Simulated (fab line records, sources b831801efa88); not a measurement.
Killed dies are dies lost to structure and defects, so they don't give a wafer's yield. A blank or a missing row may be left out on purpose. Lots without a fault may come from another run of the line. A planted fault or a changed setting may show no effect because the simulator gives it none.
fab line records | flow sky130
record lots=12 wafers=36 last_day=50
route steps=708 shown SONOS_ONO@168
lots that met no fault: from a run of the same line without faults
start_h: hours from the record's first day to the start of the lot's first wafer shown | wait_h: hours since the lot's step before | " the same as in the row above | L1.1+2: a row that stands for several wafers | - no value, or no start given | * or withheld: withheld | < > ~ a bound
route shown NAME@n: a module of which the file shows steps, and the number in the route of the first | usual: mean/standard deviation of fault-free wafers | same: alike in all rows | chamber/n: place in a boat | sites: the reading at each site | _std_site: their standard deviation | _edge_site: outer sites' mean less inner sites' | radius_mm: how far each site lies from the wafer's centre | mask NAME#n: copy n | behind: the tool/chamber that last shaped the wafer | hold: why the lot was held/for how many hours/how that ended | device: the transistor (n, p or np) that didn't switch | end of line: the same wafers' tests at the end of the route | a step without rows: its recipe alone | killed: dies lost to structure and defects at the first sort, not the wafer's yield | map: a wafer's dies, x killed, . not, _ none there
set.NAME: the setting as run; set.NAME@STEP: as run at that earlier step | model.NAME: the simulator's own value behind a step, which no gauge read
steps of the route over a sample of lots; a table a step, a row a wafer
services: from which hour (start_h, from the record's first day; less than 0 if before it) a tool's chamber was out of use, for how many hours, and why
## steps
# step SKY_SONOS_ONO_OXIDATION_00
# recipe temp_c=800 ambient=O2 idle_temp_c=700 ramp_up_c_per_min=10 ramp_down_c_per_min=3 stabilise_s=600 purge_s=300 target_thk_a=26 ox_time_s=1249
# usual ramp_down_c_per_min=3.0000/0.00053 spike_tc_bottom_C=820.0/1.3 spike_tc_centre_C=800.2/1 spike_tc_lower_C=799.0/1.6 spike_tc_top_C=814.9/1 spike_tc_upper_C=800.4/0.99 tube_center_temp_C=800/0.068 tube_center_temp_C_max=802.1/0.35
# columns lot.wafer tool chamber start_h wait_h ramp_down_c_per_min spike_tc_bottom_C spike_tc_centre_C spike_tc_lower_C spike_tc_top_C spike_tc_upper_C tube_center_temp_C tube_center_temp_C_max
L778.1 furnace-02 0 254.24 3.5 2.9997 816.8 799.9 800.7 816.3 800.1 799.92 801.7
L778.3 " 0 " " 2.9996 818.8 799.3 801.3 813.9 800.8 800.07 802.6
L778.6 " 0 " " 3.0003 819.0 798.8 801.5 813.9 799.8 799.97 801.9
L779.3 furnace-01 0 269.10 5.3 3.0008 820.4 799.3 798.4 815.5 801.5 799.89 802.1
L779.5 " 0 " " 2.9990 821.4 800.1 799.3 813.5 800.0 799.94 801.4
L779.6 " 0 " " 3.0002 820.1 800.3 797.3 813.4 800.4 799.88 802.0
L780.1 furnace-01 0 269.10 0.8 2.9997 823.2 799.6 797.9 816.3 800.4 800.05 802.5
L780.2 " 0 " " 3.0010 820.8 798.7 798.7 814.1 801.8 800.1 802.4
L780.5 " 0 " " 3.0003 822.0 798.9 798.1 814.1 798.0 799.89 801.5
L781.1 furnace-02 0 277.05 3.5 2.9995 818.3 800.2 800.4 815.5 800.0 800.07 802.0
L781.2 " 0 " " 3.0003 818.2 801.7 802.4 814.8 800.3 799.92 801.7
L781.3 " 0 " " 2.9996 820.5 799.1 800.7 814.5 802.2 800.06 802.2
L782.1 furnace-01 0 282.69 0.9 2.9998 819.9 800.3 799.4 814.7 799.2 800.04 802.3
L782.3 " 0 " " 3.0002 819.6 799.3 797.3 815.7 799.5 800.02 801.9
L782.6 " 0 " " 3.0004 821.0 799.5 796.5 816.6 800.4 800 801.8
L783.3 furnace-01 0 289.81 1.0 2.9995 823.1 799.6 798.4 815.2 799.3 800.04 802.2
L783.4 " 0 " " 3.0001 819.3 801.5 798.8 814.4 800.7 800.02 801.9
L783.5 " 0 " " 2.9993 819.5 801.7 798.1 815.1 799.9 800.08 802.3
L785.3 furnace-01 0 307.27 1.4 2.9993 819.4 798.9 800.3 814.5 798.7 799.94 802.0
L785.4 " 0 " " 3.0005 821.2 800.2 796.9 814.7 799.4 799.93 801.7
L785.6 " 0 " " 3.0007 820.6 800.9 798.4 812.4 800.6 800.06 802.1
L786.1 furnace-02 0 309.57 0.0 2.9998 819.2 800.8 800.8 813.8 801.6 800.09 801.8
L786.2 " 0 " " 2.9993 817.2 799.8 800.4 814.9 800.6 800.05 802.6
L786.4 " 0 " " 2.9999 818.8 801.0 800.2 815.0 800.2 800.08 802.7
L787.1 furnace-02 0 317.69 0.2 3.0008 819.6 801.3 802.6 816.4 800.6 800.04 801.9
L787.3 " 0 " " 3.0002 818.5 798.3 802.5 815.7 797.4 799.99 801.8
L787.4 " 0 " " 3.0002 818.8 800.4 801.4 814.5 799.9 800.04 801.9
L792.1 furnace-01 0 359.66 0.0 2.9997 797.2 777.3 774.5 792.8 776.7 776.79 778.7
L792.5 " 0 " " 3.0007 796.4 776.3 776.4 792.8 777.0 776.83 778.9
L792.6 " 0 " " 3.0002 796.2 777.5 775.6 790.5 778.9 776.82 779.0
L793.3 furnace-01 0 369.46 0.0 3.0002 799.1 777.8 773.7 793.7 778.0 776.77 779.2
L793.4 " 0 " " 2.9998 798.8 775.9 775.1 792.6 777.0 776.88 778.4
L793.5 " 0 " " 2.9994 797.6 776.3 775.7 792.6 778.3 776.89 779.1
L800.4 furnace-02 0 427.60 1.2 3.0004 817.5 798.7 799.9 815.5 800.5 799.98 802.3
L800.5 " 0 " " 3.0010 818.9 799.5 802.2 815.7 799.0 800.15 801.8
L800.6 " 0 " " 3.0000 819.0 799.4 801.0 814.1 800.0 800.07 802.0
# step SKY_SONOS_ONO_THK_MEAS_01
# recipe reads=SiO2_of_SONOS_ONO_OXIDATION_00
# usual SONOS_ONO_OXIDATION_THK=2.61/0.057
# columns lot.wafer tool chamber start_h wait_h SONOS_ONO_OXIDATION_THK[nm]
L778.1 film_metro-04 - 255.58 0.0 2.53
L778.3 " - " " 2.63
L778.6 " - " " 2.56
L780.1 film_metro-04 - 270.44 0.0 2.54
L780.2 " - " " 2.57
L780.5 " - " " 2.53
L779.3 film_metro-02 - 270.46 0.0 2.54
L779.5 " - " " 2.56
L779.6 " - " " 2.59
L781.1 film_metro-01 - 278.40 0.0 2.63
L781.2 " - " " 2.67
L781.3 " - " " 2.54
L782.1 film_metro-04 - 284.03 0.0 2.61
L782.3 " - " " 2.63
L782.6 " - " " 2.68
L783.3 film_metro-04 - 291.17 0.0 2.56
L783.4 " - " " 2.52
L783.5 " - " " 2.52
L785.3 film_metro-04 - 308.64 0.0 2.68
L785.4 " - " " 2.72
L785.6 " - " " 2.65
L786.1 film_metro-04 - 310.92 0.0 2.60
L786.2 " - " " 2.59
L786.4 " - " " 2.63
L787.1 film_metro-04 - 319.04 0.0 2.53
L787.3 " - " " 2.58
L787.4 " - " " 2.57
L792.1 film_metro-04 - 361.01 0.0 1.93
L792.5 " - " " 1.93
L792.6 " - " " 1.90
L793.3 film_metro-02 - 370.82 0.0 1.99
L793.4 " - " " 1.88
L793.5 " - " " 1.90
L800.4 film_metro-02 - 428.97 0.0 2.53
L800.5 " - " " 2.54
L800.6 " - " " 2.66
## services
# columns tool chamber start_h hours kind
furnace-01 - 246.42 18.7 repair
furnace-01 - 265.16 3.9 pm
furnace-02 - 269.70 3.1 pm
furnace-02 - 289.66 3.3 pm
furnace-01 - 377.98 3.3 pm
## key
first_sign step=SKY_SONOS_ONO_OXIDATION_00 reading=tube_center_temp_C direction=down sigmas=99+ usual=* struck=*
effect step=SKY_SONOS_ONO_OXIDATION_00 reading=tube_center_temp_C_max direction=down sigmas=67 usual=* struck=*
effect step=SKY_SONOS_ONO_THK_MEAS_01 reading=SONOS_ONO_OXIDATION_THK direction=down sigmas=12 usual=2.61 struck=1.92
met_at SKY_SONOS_ONO_OXIDATION_00
struck_lots L792,L793
tester_left_out L792,L793
onset_between 307.27 359.66
fault kind=process_parameter_drift tool=furnace-01 chamber=- onset_h=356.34 steps=SKY_SONOS_ONO_OXIDATION_00 channel=temp_c offset=* shape=step end_h=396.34 acts_in=* stated=*
# tester_left_out: of these lots the tester's yield and bins aren't shown, on N5 and GAA mostly nor the transistor test; their killed dies are dies lost to structure and defects alone, not to doping, threshold or leakage, so they don't give the yield
